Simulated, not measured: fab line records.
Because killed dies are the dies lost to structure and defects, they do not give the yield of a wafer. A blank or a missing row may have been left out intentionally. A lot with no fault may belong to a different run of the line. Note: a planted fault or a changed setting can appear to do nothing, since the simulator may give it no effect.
fab line records ; flow gf180mcu
record lots=13; wafers=39; last-day=34
route steps=602 shown STI@5 NWELL@53 LVPWELL@63
lots that met no fault: from a run of the same line without faults
start-h: hours from the record's first day to the start of the lot's first wafer shown ; wait-h: hours from the lot's prior step to this one ; " as in the row above ; L1.1+2: a row that stands for several wafers ; - either no value or no given start ; * or withheld: withheld ; < > ~ a bound
route shown NAME@n: NAME is a module with steps in the file, n the number in the route of the first one ; usual: mean/standard deviation of fault-free wafers ; same: alike in all rows ; chamber/n: place in a boat ; sites: each site's reading ; _std_site: the standard deviation of these ; _edge_site: mean of outer sites minus mean of inner sites ; radius-mm: how far each site lies from the wafer's centre ; mask NAME#n: copy n ; behind: the tool/chamber that last shaped the wafer ; hold: reason for holding the lot/hours on hold/outcome of the hold ; device: which transistor (n, p or np) failed to switch ; end of line: tests run on the same wafers once the route is complete ; where a step has no rows: the recipe by itself ; killed: count of dies lost to structure and defects at first sort (not the wafer's yield) ; map: dies across one wafer; x = killed, . = not, _ = none there
set.NAME: the setting that was run; set.NAME@STEP: the one run at that earlier step ; model.NAME: the simulator's own value behind a step, which no gauge read
a sample of lots followed through the steps of the route, with each step as a table and each wafer as a row
services: the hour from which a tool's chamber was out of use, counted from the record's first day as start-h (under 0 if before that day), plus the number of hours and why
## steps
# step GF_STI_THK_MEAS_04
# recipe reads=Si3N4_of_STI_CVD_03
# usual STI_CVD_03_THK=208.2/2
lot.wafer;tool;chamber;start-h;wait-h;STI_CVD_03_THK[nm]
L229.2;film-metro-01;-;13.88;0.0;206.3
L229.3;film-metro-01;-;13.88;0.0;205.1
L229.5;film-metro-01;-;13.88;0.0;207.0
L231.2;film-metro-03;-;24.40;0.0;207.4
L231.5;film-metro-03;-;24.40;0.0;207.5
L231.6;film-metro-03;-;24.40;0.0;205.9
L232.1;film-metro-02;-;29.98;0.0;209.3
L232.4;film-metro-02;-;29.98;0.0;209.2
L232.5;film-metro-02;-;29.98;0.0;210.2
L233.2;film-metro-02;-;35.05;0.0;206.2
L233.4;film-metro-02;-;35.05;0.0;206.2
L233.6;film-metro-02;-;35.05;0.0;208.5
L234.1;film-metro-03;-;39.33;0.0;207.8
L234.3;film-metro-03;-;39.33;0.0;208.9
L234.4;film-metro-03;-;39.33;0.0;207.7
L236.1;film-metro-01;-;49.71;0.0;206.7
L236.2;film-metro-01;-;49.71;0.0;209.4
L236.6;film-metro-01;-;49.71;0.0;207.0
L238.1;film-metro-02;-;58.56;0.0;206.2
L238.4;film-metro-02;-;58.56;0.0;205.4
L238.5;film-metro-02;-;58.56;0.0;207.0
L241.1;film-metro-01;-;73.56;0.0;208.9
L241.3;film-metro-01;-;73.56;0.0;208.3
L241.5;film-metro-01;-;73.56;0.0;208.2
L247.3;film-metro-02;-;103.60;0.0;210.6
L247.5;film-metro-02;-;103.60;0.0;209.8
L247.6;film-metro-02;-;103.60;0.0;209.7
L248.2;film-metro-02;-;108.85;0.0;206.5
L248.5;film-metro-02;-;108.85;0.0;206.8
L248.6;film-metro-02;-;108.85;0.0;206.8
L249.1;film-metro-01;-;113.56;0.0;212.5
L249.4;film-metro-01;-;113.56;0.0;213.4
L249.5;film-metro-01;-;113.56;0.0;212.6
L250.4;film-metro-03;-;118.59;0.0;207.7
L250.5;film-metro-03;-;118.59;0.0;206.9
L250.6;film-metro-03;-;118.59;0.0;206.0
L252.1;film-metro-03;-;128.56;0.0;206.8
L252.2;film-metro-03;-;128.56;0.0;208.4
L252.3;film-metro-03;-;128.56;0.0;205.7
# step GF_STI_ETCH_13
# recipe chemistry=CHF3/O2; stop-on=Si; over-etch-frac=0.3; target-depth-a=2823.1; source-w=600; bias-w=200; pressure-mtorr=40; chf3-flow-sccm=50; O2_flow_sccm=5; time-s=112.9
# usual drypump-motor-current-A=5.7/0.49; oes-product-au=0.835/0.0068; throttle-valve-pct=8.812/0.0098
lot.wafer;tool;chamber;start-h;wait-h;drypump-motor-current-A;oes-product-au;rf-hours-counter-h;throttle-valve-pct
L229.2;rie-diel-03;0;25.32;0.1;5.9;0.835;85;8.795
L229.3;rie-diel-03;2;25.32;0.1;5.2;0.826;170;8.814
L229.5;rie-diel-03;0;25.32;0.1;5.9;0.838;-;8.808
L231.2;rie-diel-04;0;36.51;0.1;6.1;0.831;8;8.797
L231.5;rie-diel-04;2;36.51;0.1;4.9;0.833;-;8.830
L231.6;rie-diel-04;3;36.51;0.1;5.3;0.825;-;8.792
L232.1;rie-diel-02;1;42.67;0.1;5.6;0.838;44;8.805
L232.4;rie-diel-02;0;42.67;0.1;5.9;0.828;36;8.807
L232.5;rie-diel-02;0;42.67;0.1;5.8;0.848;-;8.812
L233.2;rie-diel-03;2;48.02;0.1;5.2;0.841;171;8.827
L233.4;rie-diel-03;0;48.02;0.1;5.9;0.825;85;8.828
L233.6;rie-diel-03;2;48.02;0.1;5.3;0.836;-;8.808
L234.1;rie-diel-04;3;51.61;0.1;5.3;0.827;120;8.806
L234.3;rie-diel-04;1;51.61;0.1;6.1;0.835;116;8.803
L234.4;rie-diel-04;0;51.61;0.1;6.0;0.830;8;8.822
L236.1;rie-diel-04;1;63.06;0.1;6.1;0.826;116;8.811
L236.2;rie-diel-04;2;63.06;0.1;4.9;0.832;144;8.792
L236.6;rie-diel-04;1;63.06;0.1;6.1;0.829;-;8.816
L238.1;rie-diel-04;0;71.61;0.1;6.1;0.831;9;8.796
L238.4;rie-diel-04;3;71.61;0.1;5.3;0.837;121;8.811
L238.5;rie-diel-04;1;71.61;0.1;6.1;0.831;-;8.806
L241.1;rie-diel-02;2;86.81;0.1;4.9;0.842;30;8.802
L241.3;rie-diel-02;0;86.81;0.1;5.8;0.837;37;8.827
L241.5;rie-diel-02;2;86.81;0.1;4.9;0.832;-;8.826
L247.3;rie-diel-02;1;117.46;0.1;5.6;0.834;46;8.832
L247.5;rie-diel-02;2;117.46;0.1;4.9;0.836;-;8.804
L247.6;rie-diel-02;1;117.46;0.1;5.6;0.835;-;8.830
L248.2;rie-diel-03;1;123.41;0.1;5.8;0.832;3;8.814
L248.5;rie-diel-03;2;123.41;0.1;5.2;0.829;-;8.811
L248.6;rie-diel-03;1;123.41;0.1;5.8;0.823;-;8.817
L249.1;rie-diel-02;2;128.66;0.1;4.8;0.850;31;8.808
L249.4;rie-diel-02;0;128.66;0.1;5.9;0.845;38;8.823
L249.5;rie-diel-02;2;128.66;0.1;4.9;0.846;-;8.820
L250.4;rie-diel-03;1;133.76;0.0;5.8;0.837;3;8.819
L250.5;rie-diel-03;3;133.76;0.0;6.6;0.830;-;8.829
L250.6;rie-diel-03;2;133.76;0.0;5.2;0.824;-;8.804
L252.1;rie-diel-03;2;144.11;0.1;5.2;0.826;1;8.808
L252.2;rie-diel-03;0;144.11;0.1;5.9;0.834;88;8.813
L252.3;rie-diel-03;1;144.11;0.1;5.8;0.823;3;8.828
# step GF_NWELL_TW_MEAS_11
# usual NWELL_TW=1560/14
lot.wafer;tool;chamber;start-h;wait-h;NWELL_TW
L229.2;film-metro-01;-;59.64;0.1;1569
L229.3;film-metro-01;-;59.64;0.1;1565
L229.5;film-metro-01;-;59.64;0.1;1560
L231.2;film-metro-04;-;70.19;0.1;1544
L231.5;film-metro-04;-;70.19;0.1;1542
L231.6;film-metro-04;-;70.19;0.1;1549
L232.1;film-metro-02;-;76.51;0.1;1584
L232.4;film-metro-02;-;76.51;0.1;1572
L232.5;film-metro-02;-;76.51;0.1;1575
L233.2;film-metro-01;-;79.52;0.1;1548
L233.4;film-metro-01;-;79.52;0.1;1556
L233.6;film-metro-01;-;79.52;0.1;1549
L234.1;film-metro-01;-;83.37;0.1;1547
L234.3;film-metro-01;-;83.37;0.1;1548
L234.4;film-metro-01;-;83.37;0.1;1559
L236.1;film-metro-02;-;96.51;0.1;1568
L236.2;film-metro-02;-;96.51;0.1;1577
L236.6;film-metro-02;-;96.51;0.1;1577
L238.1;film-metro-02;-;104.67;0.1;1583
L238.4;film-metro-02;-;104.67;0.1;1577
L238.5;film-metro-02;-;104.67;0.1;1578
L241.1;film-metro-04;-;123.37;0.1;1546
L241.3;film-metro-04;-;123.37;0.1;1550
L241.5;film-metro-04;-;123.37;0.1;1549
L247.3;film-metro-04;-;156.19;0.1;1547
L247.5;film-metro-04;-;156.19;0.1;1544
L247.6;film-metro-04;-;156.19;0.1;1536
L248.2;film-metro-04;-;160.34;0.1;1542
L248.5;film-metro-04;-;160.34;0.1;1554
L248.6;film-metro-04;-;160.34;0.1;1537
L249.1;film-metro-01;-;165.36;0.1;1555
L249.4;film-metro-01;-;165.36;0.1;1557
L249.5;film-metro-01;-;165.36;0.1;1559
L250.4;film-metro-04;-;170.74;0.1;1550
L250.5;film-metro-04;-;170.74;0.1;1545
L250.6;film-metro-04;-;170.74;0.1;1539
L252.1;film-metro-01;-;181.53;0.1;1564
L252.2;film-metro-01;-;181.53;0.1;1560
L252.3;film-metro-01;-;181.53;0.1;1563
# step GF_LVPWELL_IMPLANT_09
# recipe species=B; energy-kev=60; dose-cm2=5e+12; tilt-deg=0
# usual dose-ions-cm2=5e+12/5.9e+09; faraday-current-uA=28.2/0.58
lot.wafer;tool;chamber;start-h;wait-h;dose-ions-cm2;faraday-current-uA
L229.2;implanter-02;0;72.80;0.1;5e+12;28.0
L229.3;implanter-02;0;72.80;0.1;4.999e+12;27.9
L229.5;implanter-02;0;72.80;0.1;5e+12;27.2
L231.2;implanter-04;0;84.26;0.1;4.997e+12;28.0
L231.5;implanter-04;0;84.26;0.1;4.993e+12;27.5
L231.6;implanter-04;0;84.26;0.1;4.991e+12;28.2
L232.1;implanter-04;0;90.56;0.1;4.989e+12;28.3
L232.4;implanter-04;0;90.56;0.1;4.997e+12;28.5
L232.5;implanter-04;0;90.56;0.1;5.005e+12;29.0
L233.2;implanter-02;0;93.25;0.1;4.993e+12;27.5
L233.4;implanter-02;0;93.25;0.1;4.988e+12;28.2
L233.6;implanter-02;0;93.25;0.1;4.995e+12;28.6
L234.1;implanter-04;0;97.32;0.1;5.275e+12;31.1
L234.3;implanter-04;0;97.32;0.1;5.268e+12;29.4
L234.4;implanter-04;0;97.32;0.1;5.271e+12;29.9
L236.1;implanter-04;0;111.08;0.1;5.275e+12;29.9
L236.2;implanter-04;0;111.08;0.1;5.275e+12;29.4
L236.6;implanter-04;0;111.08;0.1;5.28e+12;29.8
L238.1;implanter-02;0;119.57;0.1;5.007e+12;27.7
L238.4;implanter-02;0;119.57;0.1;5.002e+12;27.8
L238.5;implanter-02;0;119.57;0.1;5.002e+12;28.7
L241.1;implanter-03;0;138.88;0.1;4.994e+12;28.6
L241.3;implanter-03;0;138.88;0.1;4.999e+12;28.1
L241.5;implanter-03;0;138.88;0.1;4.993e+12;28.8
L247.3;implanter-02;0;172.46;0.1;5e+12;28.3
L247.5;implanter-02;0;172.46;0.1;5e+12;28.2
L247.6;implanter-02;0;172.46;0.1;5e+12;28.4
L248.2;implanter-03;0;177.44;0.1;5.019e+12;28.7
L248.5;implanter-03;0;177.44;0.1;5.01e+12;28.4
L248.6;implanter-03;0;177.44;0.1;5.006e+12;28.2
L249.1;implanter-03;0;182.43;0.1;5.001e+12;27.4
L249.4;implanter-03;0;182.43;0.1;4.989e+12;28.9
L249.5;implanter-03;0;182.43;0.1;4.997e+12;28.9
L250.4;implanter-04;0;187.45;0.1;4.991e+12;27.7
L250.5;implanter-04;0;187.45;0.1;4.99e+12;29.0
L250.6;implanter-04;0;187.45;0.1;5.002e+12;26.8
L252.1;implanter-03;0;198.28;0.1;5.003e+12;27.7
L252.2;implanter-03;0;198.28;0.1;5.008e+12;28.5
L252.3;implanter-03;0;198.28;0.1;5.002e+12;28.1
# step GF_VT_IMPLANT_RS_MEAS_48
# recipe thk-meas-gauge=four-point-probe
# usual LVPWELL_RS=1197.5/3
lot.wafer;tool;chamber;start-h;wait-h;LVPWELL_RS[ohm/sq]
L229.2;film-metro-04;-;165.33;0.1;1198.7
L229.3;film-metro-04;-;165.33;0.1;1197.6
L229.5;film-metro-04;-;165.33;0.1;1198.7
L231.2;film-metro-01;-;179.24;0.1;1199.8
L231.5;film-metro-01;-;179.24;0.1;1196.6
L231.6;film-metro-01;-;179.24;0.1;1197.3
L232.1;film-metro-04;-;185.33;0.1;1197.3
L232.4;film-metro-04;-;185.33;0.1;1197.9
L232.5;film-metro-04;-;185.33;0.1;1196.7
L233.2;film-metro-02;-;188.74;0.1;1192.4
L233.4;film-metro-02;-;188.74;0.1;1193.3
L233.6;film-metro-02;-;188.74;0.1;1193.3
L234.1;film-metro-02;-;192.78;0.1;1189.4
L234.3;film-metro-02;-;192.78;0.1;1187.6
L234.4;film-metro-02;-;192.78;0.1;1191.1
L236.1;film-metro-02;-;209.31;0.1;1184.4
L236.2;film-metro-02;-;209.31;0.1;1187.1
L236.6;film-metro-02;-;209.31;0.1;1186.3
L238.1;film-metro-02;-;219.69;0.1;1196.4
L238.4;film-metro-02;-;219.69;0.1;1198.4
L238.5;film-metro-02;-;219.69;0.1;1197.4
L241.1;film-metro-02;-;244.17;0.1;1197.5
L241.3;film-metro-02;-;244.17;0.1;1195.5
L241.5;film-metro-02;-;244.17;0.1;1195.1
L247.3;film-metro-04;-;282.21;0.1;1200.3
L247.5;film-metro-04;-;282.21;0.1;1199.9
L247.6;film-metro-04;-;282.21;0.1;1201.6
L248.2;film-metro-02;-;287.98;0.1;1201.4
L248.5;film-metro-02;-;287.98;0.1;1199.4
L248.6;film-metro-02;-;287.98;0.1;1200.5
L249.1;film-metro-01;-;294.86;0.1;1195.3
L249.4;film-metro-01;-;294.86;0.1;1194.4
L249.5;film-metro-01;-;294.86;0.1;1196.0
L250.4;film-metro-04;-;301.84;0.1;1195.0
L250.5;film-metro-04;-;301.84;0.1;1196.1
L250.6;film-metro-04;-;301.84;0.1;1197.5
L252.1;film-metro-01;-;312.79;0.1;1191.4
L252.2;film-metro-01;-;312.79;0.1;1194.6
L252.3;film-metro-01;-;312.79;0.1;1195.0
## services
tool;chamber;start-h;hours;kind
implanter-03;-;12.75;3.1;repair
rie-diel-04;-;13.29;14.6;pm
rie-diel-03;1;15.02;-;clean
rie-diel-03;1;15.02;12.3;scheduled-down
rie-diel-03;1;15.02;12.3;vent-cycle
rie-diel-03;3;27.28;-;clean
rie-diel-03;3;27.28;16.3;scheduled-down
rie-diel-03;3;27.28;16.3;vent-cycle
rie-diel-04;3;42.02;4.6;repair
rie-diel-03;2;63.29;-;clean
rie-diel-03;2;63.29;15.7;scheduled-down
rie-diel-03;2;63.29;15.7;vent-cycle
implanter-03;-;72.44;3.2;pm
implanter-04;-;73.79;2.6;pm
implanter-03;-;94.42;4.1;pm
implanter-03;-;107.97;4.7;repair
rie-diel-04;3;137.83;1.2;repair
rie-diel-03;-;152.27;15.6;pm
rie-diel-04;2;171.54;3.3;repair
implanter-04;-;178.72;2.8;repair
rie-diel-02;3;188.33;-;clean
rie-diel-02;3;188.33;23.8;scheduled-down
rie-diel-02;3;188.33;23.8;vent-cycle
rie-diel-02;2;196.33;9.2;repair
## key
first-sign step=GF_LVPWELL_IMPLANT_09; reading=dose-ions-cm2; direction=up; sigmas=46; usual=5e+12; struck=5.274e+12
effect step=GF_LVPWELL_IMPLANT_09; reading=faraday-current-uA; direction=up; sigmas=3; usual=28.2; struck=29.9
effect step=GF_VT_IMPLANT_RS_MEAS_48; reading=LVPWELL_RS; direction=down; sigmas=3.3; usual=1197.5; struck=1187.7
met-at GF_LVPWELL_IMPLANT_09
struck-lots L234,L236
tester-left-out L234,L236
not-acting-at GF_STI_THK_MEAS_04,GF_STI_ETCH_13,GF_NWELL_TW_MEAS_11
onset-between 90.56 97.32
fault kind=process-parameter-drift; tool=implanter-04; chamber=-; onset-h=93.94; steps=GF_LVPWELL_IMPLANT_09; channel=dose-cm2; offset=2.747e+11; shape=step; end-h=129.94; acts-in=these-recipes-only; stated=5e+12
# tester-left-out: of these lots the tester's yield and bins aren't shown, on N5 and GAA mostly nor the transistor test; their killed dies are dies lost to structure and defects alone, not to doping, threshold or leakage, so they don't give the yield
